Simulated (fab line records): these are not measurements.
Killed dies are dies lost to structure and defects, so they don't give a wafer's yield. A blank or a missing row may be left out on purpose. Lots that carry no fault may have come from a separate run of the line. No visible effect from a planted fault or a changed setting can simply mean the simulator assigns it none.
The tool behind it: which one? :: flow gf180mcu :: 11 lots with 32 wafers sampled at 4 steps, on a route of 602 steps

== WHAT THE GAUGES READ, wafer by wafer ==
GF_V3_RS_MEAS_24: measures by four-point-probe.
lot: L252
measured: day 22 11:43
on: film-metro-03
V3_W_RS (ohm/sq): 0.325 0.322 0.322

lot: L253
measured: day 23 00:08
on: film-metro-04
V3_W_RS (ohm/sq): 0.334 0.319 0.332

lot: L254
measured: day 23 04:13
on: film-metro-03
V3_W_RS (ohm/sq): 0.317 0.316 0.329

lot: L256
measured: day 24 08:13
on: film-metro-03
V3_W_RS (ohm/sq): 0.207 0.210

lot: L257
measured: day 24 10:04
on: film-metro-01
V3_W_RS (ohm/sq): 0.331 0.210 0.329

lot: L260
measured: day 25 09:56
on: film-metro-03
V3_W_RS (ohm/sq): 0.324 0.323 0.320

lot: L261
measured: day 25 12:04
on: film-metro-03
V3_W_RS (ohm/sq): 0.324 0.322 0.321

lot: L264
measured: day 26 19:52
on: film-metro-03
V3_W_RS (ohm/sq): 0.325 0.327 0.329

lot: L266
measured: day 27 11:32
on: film-metro-01
V3_W_RS (ohm/sq): 0.317 0.327 0.327

lot: L267
measured: day 27 21:16
on: film-metro-03
V3_W_RS (ohm/sq): 0.321 0.329 0.326

lot: L269
measured: day 28 07:35
on: film-metro-03
V3_W_RS (ohm/sq): 0.321 0.327 0.326

== WHICH TOOL RAN EACH LOT (tool, then ch and the chambers of the sampled wafers, then the start) ==
lot: L252
GF_M3_SPUTTER_03: pvd-sputter-01, day 20 08:53
GF_V3_STRIP_18: plasma-asher-03 ch 0,1, day 22 10:54
GF_V3_CVD_23: cvd-w-02 ch 0,1, day 22 11:37

lot: L253
GF_M3_SPUTTER_03: pvd-sputter-04, day 20 22:44
GF_V3_STRIP_18: plasma-asher-03 ch 0,1, day 22 23:23
GF_V3_CVD_23: cvd-w-01 ch 0,1, day 23 00:01

lot: L254
GF_M3_SPUTTER_03: pvd-sputter-01, day 21 02:27
GF_V3_STRIP_18: plasma-asher-01 ch 0,1, day 23 03:26
GF_V3_CVD_23: cvd-w-01 ch 0,1, day 23 04:05

lot: L256
GF_M3_SPUTTER_03: pvd-sputter-01, day 22 08:05
GF_V3_STRIP_18: plasma-asher-03 ch 0,1, day 24 07:27
GF_V3_CVD_23: cvd-w-01 ch 1, day 24 08:05

lot: L257
GF_M3_SPUTTER_03: pvd-sputter-01, day 22 10:17
GF_V3_STRIP_18: plasma-asher-01 ch 0,1, day 24 09:19
GF_V3_CVD_23: cvd-w-01 ch 0,1, day 24 09:57

lot: L260
GF_M3_SPUTTER_03: pvd-sputter-01, day 23 11:02
GF_V3_STRIP_18: plasma-asher-03 ch 0,1, day 25 09:11
GF_V3_CVD_23: cvd-w-02 ch 0,1, day 25 09:49

lot: L261
GF_M3_SPUTTER_03: pvd-sputter-01, day 23 14:04
GF_V3_STRIP_18: plasma-asher-01 ch 0,1, day 25 11:18
GF_V3_CVD_23: cvd-w-02 ch 1, day 25 11:57

lot: L264
GF_M3_SPUTTER_03: pvd-sputter-01, day 24 22:22
GF_V3_STRIP_18: plasma-asher-01 ch 0,1, day 26 18:46
GF_V3_CVD_23: cvd-w-02 ch 0,1, day 26 19:46

lot: L266
GF_M3_SPUTTER_03: pvd-sputter-03, day 25 15:39
GF_V3_STRIP_18: plasma-asher-01 ch 0,1, day 27 10:46
GF_V3_CVD_23: cvd-w-02 ch 0,1, day 27 11:24

lot: L267
GF_M3_SPUTTER_03: pvd-sputter-03, day 26 01:40
GF_V3_STRIP_18: plasma-asher-03 ch 0,1, day 27 20:29
GF_V3_CVD_23: cvd-w-02 ch 0,1, day 27 21:07

lot: L269
GF_M3_SPUTTER_03: pvd-sputter-01, day 26 12:57
GF_V3_STRIP_18: plasma-asher-03 ch 0, day 28 06:50
GF_V3_CVD_23: cvd-w-02 ch 0,1, day 28 07:28
- GF_M3_SPUTTER_03: material Ti, target thk 10 nm, time 6.7 s.
- GF_V3_STRIP_18: strips in O2/N2.
- GF_V3_CVD_23: deposits W, target thk 350 nm, time 104.9 s.

== THE ANSWER, worked out from the rows above alone ==
Rule: the usual values come from the lots themselves. Put in order of their means at a reading, lots are off if they are a third of the lots or fewer, leave a main group of 4 or more, and stand apart from it by a gap of 3 or more times the standard deviation of the main group's means; of several such gaps the widest counts. The tables above print the reading to a certain number of digits; a main group whose means all agree to those digits is not used. Also off: a lot with no number at a reading for which 4 or more lots have one. Any other lot the step has rows for is counted as sound.
Off: L256, L257, seen at GF_V3_RS_MEAS_24 (V3_W_RS). For the main group the mean is 0.324 ohm/sq and the standard deviation 0.0023.
If a tool, at a process step before that reading, ran all the lots that are off and no sound lot after the first of them, it fits. Those tools and the gauges at GF_V3_RS_MEAS_24 are tried in the same way. One candidate fits, namely cvd-w-01 at GF_V3_CVD_23. Its last sound lot is L254 (day 23 04:05), its first lot that is off L256 (day 24 08:05): a fault that began between those two fits.

== WHAT HAD BEEN PUT IN BY THE SIMULATOR ==
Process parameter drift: cvd-w-01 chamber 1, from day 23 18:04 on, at GF_V3_CVD_23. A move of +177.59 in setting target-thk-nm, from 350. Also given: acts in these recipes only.
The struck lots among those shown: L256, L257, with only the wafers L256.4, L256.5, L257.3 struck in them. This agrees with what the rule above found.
